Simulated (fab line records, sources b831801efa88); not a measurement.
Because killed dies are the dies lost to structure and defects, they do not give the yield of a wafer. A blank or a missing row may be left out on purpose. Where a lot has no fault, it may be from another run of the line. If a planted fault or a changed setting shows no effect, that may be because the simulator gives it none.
A lot that was struck, set against a sound lot | flow sky130 | 43 out of 708 route steps
Sound: the wafers L606.1, L606.4, L606.5. Struck: wafers L624.2, L624.6. (L624.1 of the same lot was not struck and is left out.) The cause comes at the end.
Each step with rows lists, per side, the tool, then ch with its chambers, then its first start. Under that, the readings that differ: sound wafers | struck wafers | difference of the means | sigmas: that difference in standard deviations of wafers without a fault.
alike: readings with means less than 2 such deviations apart, plus words and numbers identical on both sides. not compared: withheld readings, readings lacking a value on some wafer, bounds such as >300 that could conceal the same value, and numbers that have no deviation in the record and whose values overlap.
Wherever a step has rows on one side only, a row that says differs or no value, or a row with sigmas, the two part there. Numbers that don't overlap but have no deviation are shown without sigmas and don't part them. A reading missing from all wafers of one side parts the sides only when that side holds two or more wafers.

first, 3 steps without rows for these wafers: SKY_CONTACT_EXPOSE_11 (exposes mask CTM1, target cd 170 nm); SKY_CONTACT_PEB_12; SKY_CONTACT_DEVELOP_13 (develop time 60 s).
SKY_CONTACT_CD_MEAS_14: the cd target is 170 nm.
  struck on cd-sem-02, day 37 09:52; sound on cd-sem-01, day 31 18:16
  alike: cd-nm
SKY_CONTACT_OVL_MEAS_15:
  struck on overlay-01, day 37 09:59; sound on overlay-02, day 31 18:23
  reading          | sound    | struck | difference | sigmas
  CONTACT_OVL (nm) | -4 -2 -6 | 7 6    | +10        | +2
then, 1 step without rows for these wafers: SKY_CONTACT_ETCH_16 (etches BARC in N2/H2, stops on SiO2, time 45.9 s, target depth 60 nm).
SKY_CONTACT_ETCH_17: etches SiO2 in C4F8/O2/Ar, stops on Si3N4, target depth 340 nm.
  sound on rie-diel-02 ch 0,1,3, day 31 18:28; struck on rie-diel-01 ch 1,2, day 37 10:04
  alike: bias-w, chamber-pressure-mTorr, oes-product-au
then, 5 steps without rows for these wafers: SKY_CONTACT_ETCH_18 (etches Si3N4 in CHF3/O2, stops on TiN, time 39 s, target depth 75 nm); SKY_CONTACT_STRIP_19 (strips in O2/N2); SKY_CONTACT_STRIP_20 (strips in post etch residue remover, time 1200 s); SKY_CONTACT_CLEAN_21 (cleans in IPA, time 180 s); SKY_CONTACT_CLEAN_22 (cleans in O3/DIW).
SKY_CONTACT_SPUTTER_23: material TiN, target thk 20 nm, time 80 s.
  struck on pvd-sputter-01, day 37 10:45; sound on pvd-sputter-04, day 31 19:12
  alike: throttle-valve-pct
SKY_CONTACT_CVD_24: deposits W, target thk 340 nm, time 102.12 s.
  sound on cvd-w-01 ch 1, day 31 19:16; struck on cvd-w-01 ch 0, day 37 10:49
  alike: heater-power-w
SKY_CONTACT_RS_MEAS_25: a four-point-probe measurement.
  struck on film-metro-04, day 37 10:55; sound on film-metro-02, day 31 19:22
  alike: CONTACT_W_RS
SKY_CONTACT_THK_MEAS_26: measures by xrf.
  struck on film-metro-04, day 37 11:02; sound on film-metro-02, day 31 19:29
  alike: CONTACT_W_THK
SKY_CONTACT_CMP_27: polishes, stops on SiO2, t overpolish 15 s, target thk 0 nm.
  sound on cmp-01 ch 1,2, day 31 19:33; struck on cmp-01 ch 0,2, day 37 11:12
  alike: motor-current-A, overpolish-run-s, time-to-endpoint-s
then, 5 steps without rows for these wafers: SKY_METAL1_SPUTTER_00 (material Ti, target thk 15 nm, time 10 s); SKY_METAL1_SPUTTER_01 (material TiN, target thk 20 nm, time 16.7 s); SKY_METAL1_SPUTTER_02 (material AlCu, target thk 250 nm, time 13.3 s); SKY_METAL1_SPUTTER_03 (material Ti, target thk 5 nm, time 3.3 s); SKY_METAL1_SPUTTER_04 (material TiN, target thk 70 nm, time 58.3 s).
SKY_METAL1_RS_MEAS_05: a four-point-probe measurement.
  struck on film-metro-03, day 37 11:32; sound on film-metro-02, day 31 19:59
  reading                 | sound                | struck        | difference | sigmas
  METAL1_ALCU_RS (ohm/sq) | 0.1244 0.1236 0.1240 | 0.1278 0.1274 | +0.0036    | +3
SKY_METAL1_THK_MEAS_06: measures by xrf.
  struck on film-metro-03, day 37 11:40; sound on film-metro-02, day 31 20:07
  reading              | sound             | struck      | difference | sigmas
  METAL1_ALCU_THK (nm) | 254.7 257.3 254.9 | 249.8 248.2 | -6.6       | -3
then, 4 steps without rows for these wafers: SKY_METAL1_DEHYDRATE_07 (time 60 s); SKY_METAL1_HMDS_08 (prime time 60 s); SKY_METAL1_COAT_09 (resist thk 60 nm); SKY_METAL1_COAT_10 (resist thk 450 nm).
SKY_METAL1_SOFTBAKE_11: time 93.86 s.
  sound on litho-track-02 ch 0; struck on litho-track-04 ch 0
  alike: plate-sensor-t-centre-C, plate-sensor-t-edge-C, softbake-temp-c
then, 3 steps without rows for these wafers: SKY_METAL1_EXPOSE_12 (exposes mask MM1, target cd 140 nm); SKY_METAL1_PEB_13; SKY_METAL1_DEVELOP_14 (develop time 60 s).
SKY_METAL1_CD_MEAS_15: the cd target is 140 nm.
  struck on cd-sem-01, day 38 13:22; sound on cd-sem-01, day 32 23:04
  reading    | sound             | struck      | difference | sigmas
  cd-nm (nm) | 139.8 139.4 138.9 | 144.2 143.6 | +4.5       | +3
SKY_METAL1_OVL_MEAS_16:
  struck on overlay-02, day 38 13:29; sound on overlay-01, day 32 23:11
  alike: METAL1_OVL
SKY_METAL1_DESCUM_17: chemistry O2, time 8 s.
  sound on rie-metal-01 ch 0,1, day 32 23:13; struck on rie-metal-04 ch 0,1, day 38 13:31
  alike: chamber-pressure-mTorr, drypump-motor-current-A, oes-product-au
  not compared: rf-hours-counter-h
then, 7 steps without rows for these wafers: SKY_METAL1_ETCH_18 (etches BARC in N2/H2, stops on SiO2, time 45.9 s, target depth 60 nm); SKY_METAL1_METAL_ETCH_19 (etches the open film in Cl2/BCl3, stops on SiO2, target depth 360 nm, time 78 s); SKY_METAL1_STRIP_20 (strips in O2/N2); SKY_METAL1_STRIP_21 (strips in post etch residue remover, time 1200 s); SKY_METAL1_CLEAN_22 (cleans in IPA, time 180 s); SKY_METAL1_CLEAN_23 (cleans in O3/DIW); SKY_VIA1_HDPCVD_00 (deposits SiO2, target thk 1030 nm, time 171.7 s).
-- the record jumps here: 12 days lie between the struck wafers' starts before and after (it left off in module VIA1 and takes up again in module PAD_OPEN, whose first step shown is number 708 of the route) --
SKY_PAD_OPEN_PROBE_99:
  struck on prober-02, day 50 05:56; sound on prober-02, day 46 02:09
  reading            | sound    | struck | difference | sigmas
  killed-at-contacts | 26 25 19 | 40 48  | +21        | +4
  killed-on-rim      | 16 16 16 | 30 20  | +9         | +3
  alike: killed_at_M0_to_M3, killed_at_M4_up, killed-at-front-end, killed-at-other, killed-dies, killed-open, killed-short

## WHERE THEY PART
Earliest at SKY_CONTACT_OVL_MEAS_15; latest, in this record, at SKY_PAD_OPEN_PROBE_99.

WHY: what had been put in by the simulator
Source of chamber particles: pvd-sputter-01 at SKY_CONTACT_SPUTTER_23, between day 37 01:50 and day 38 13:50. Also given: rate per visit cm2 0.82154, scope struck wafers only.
